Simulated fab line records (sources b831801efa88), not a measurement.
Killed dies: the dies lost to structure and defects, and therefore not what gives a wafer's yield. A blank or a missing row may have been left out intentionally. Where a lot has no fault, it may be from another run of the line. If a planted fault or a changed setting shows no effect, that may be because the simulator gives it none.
Matching of chambers -- flow gf180mcu -- GF_V2_ETCH_16 on rie-diel-03: 4 sister chambers
The step etches BARC in N2/H2. 4 wafers are shown with their chamber, then 10 later ones without.

## WAFERS, EACH WITH ITS CHAMBER
wafer,chamber,drypump-motor-current-A (A)
L086.2,2,5.4
L086.4,1,6.8
L092.1,0,4.8
L092.2,3,5.1

## WAFERS MISSING THEIR CHAMBER
wafer,drypump-motor-current-A (A)
L092.6,5.1
L095.2,5.3
L095.4,6.8
L095.5,4.8
L094.2,5.2
L094.5,6.8
L094.6,5.4
L097.1,5.3
L097.2,6.7
L097.4,4.7

## WHICH CHAMBER EACH ONE RAN IN
wafer,from the rows above,in truth
L092.6,3,3
L095.2,can't be placed: 2 or 3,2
L095.4,1,1
L095.5,0,0
L094.2,can't be placed: 3 or 2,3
L094.5,1,1
L094.6,2,2
L097.1,can't be placed: 2 or 3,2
L097.2,1,1
L097.4,0,0
Placed correctly: 7 of 10. From these rows, 3 cannot be placed; in 3 the true chamber is one of the candidates. Placed wrongly: 0.
How it was worked out, from the rows above alone: a wafer's distance from a chamber is the root of the sum, over the readings, of the square of ((its reading less the chamber's mean) divided by the reading's scatter). The wafer belongs to the nearest chamber; if the next one is less than 2 further off, it can't be placed. For every chamber, the mean is computed from those of its wafers that are shown. The scatter: root of mean squared gap, hidden wafer to nearest shown wafer, with one shown wafer a chamber.
